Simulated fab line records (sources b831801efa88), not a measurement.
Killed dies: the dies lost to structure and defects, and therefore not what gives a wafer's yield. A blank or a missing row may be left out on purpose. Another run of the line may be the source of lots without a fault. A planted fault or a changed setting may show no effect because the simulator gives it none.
Matching of chambers | flow sky130 | 4 sister chambers for SKY_PASSIVATION_ETCH_11 on rieDiel-04
The step etches the open film in CF4/O2, stops on AlCu, target depth 725 nm, time 161.1 s. 30 wafers are shown with their chamber, then 12 later ones without.

WAFERS WITH THEIR CHAMBER
wafer  | chamber | drypumpMotorCurrentA (A) | oesProductAu (a.u.) | throttleValvePct (%)
L077.3 | 0       | 5.1                      | 0.965               | 5.956
L077.5 | 0       | 5.1                      | 0.962               | 5.959
L077.6 | 3       | 6.3                      | 0.985               | 5.972
L078.1 | 0       | 5.1                      | 0.971               | 5.988
L078.2 | 1       | 5.8                      | 0.976               | 5.972
L078.3 | 2       | 5.6                      | 0.976               | 5.964
L079.1 | 3       | 6.3                      | 0.978               | 5.968
L079.2 | 0       | 5.1                      | 0.971               | 5.949
L079.3 | 2       | 5.6                      | 0.973               | 5.973
L079.4 | 1       | 5.8                      | 0.989               | 5.965
L079.5 | 3       | 6.3                      | 0.970               | 5.962
L079.6 | 0       | 5.0                      | 0.978               | 5.966
L081.1 | 0       | 5.1                      | 0.969               | 5.966
L081.3 | 1       | 5.8                      | 0.977               | 5.975
L081.6 | 2       | 5.6                      | 0.978               | 5.953
L083.4 | 0       | 5.1                      | 0.973               | 5.961
L083.5 | 3       | 6.3                      | 0.987               | 5.968
L083.6 | 2       | 5.6                      | 0.994               | 5.972
L084.3 | 1       | 5.8                      | 0.970               | 5.951
L084.4 | 0       | 5.1                      | 0.974               | 5.968
L084.5 | 1       | 5.8                      | 0.983               | 5.977
L085.2 | 1       | 5.8                      | 0.970               | 5.964
L085.4 | 1       | 5.8                      | 0.975               | 5.961
L085.6 | 3       | 6.3                      | 0.985               | 5.951
L086.1 | 3       | 6.3                      | 0.983               | 5.975
L086.2 | 0       | 5.1                      | 0.967               | 5.961
L086.3 | 1       | 5.8                      | 0.981               | 5.972
L086.4 | 0       | 5.0                      | 0.970               | 5.955
L086.5 | 3       | 6.3                      | 0.980               | 5.973
L086.6 | 1       | 5.8                      | 0.987               | 5.958

SIGNATURES (averages over the wafers above)
reading              | chamber 0 | chamber 1 | chamber 2 | chamber 3 | scatter within a chamber
drypumpMotorCurrentA | 5.080     | 5.800     | 5.600     | 6.300     | 0.0248
oesProductAu         | 0.97000   | 0.97867   | 0.98025   | 0.98114   | 0.0063
throttleValvePct     | 5.96290   | 5.96611   | 5.96550   | 5.96700   | 0.00932
Rule: a wafer's distance from a chamber is the root of the sum, over the readings, of the square of ((its reading less the chamber's mean) divided by the reading's scatter). If the next closest chamber is less than 2 further off than the closest, the wafer can't be placed; otherwise it belongs to the closest. The scatter is the square root of a quotient: the sum, over the shown wafers, of each reading's squared deviation from its chamber's mean, divided by wafers minus chambers.

WAFERS WITH NO CHAMBER GIVEN
wafer  | drypumpMotorCurrentA (A) | oesProductAu (a.u.) | throttleValvePct (%)
L088.4 | 5.8                      | 0.996               | 5.984
L088.5 | 5.8                      | 0.978               | 5.960
L088.6 | 5.6                      | 0.979               | 5.959
L091.1 | 6.2                      | 0.968               | 5.968
L091.2 | 5.6                      | 0.972               | 5.971
L091.3 | 5.8                      | 0.976               | 5.958
L092.2 | 5.1                      | 0.971               | 5.976
L092.3 | 5.6                      | 0.960               | 5.969
L092.5 | 5.8                      | 0.980               | 5.971
L097.1 | 5.1                      | 0.969               | 5.962
L097.2 | 5.6                      | 0.977               | 5.972
L097.4 | 5.8                      | 0.980               | 5.977

WHICH CHAMBER EACH WENT THROUGH
wafer  | from the rows above | in truth
L088.4 | 1                   | 1
L088.5 | 1                   | 1
L088.6 | 2                   | 2
L091.1 | 3                   | 3
L091.2 | 2                   | 2
L091.3 | 1                   | 1
L092.2 | 0                   | 0
L092.3 | 2                   | 2
L092.5 | 1                   | 1
L097.1 | 0                   | 0
L097.2 | 2                   | 2
L097.4 | 1                   | 1
Correct placement for 12 of the 12. Can't be placed from these rows: 0. Number placed wrongly: 0.
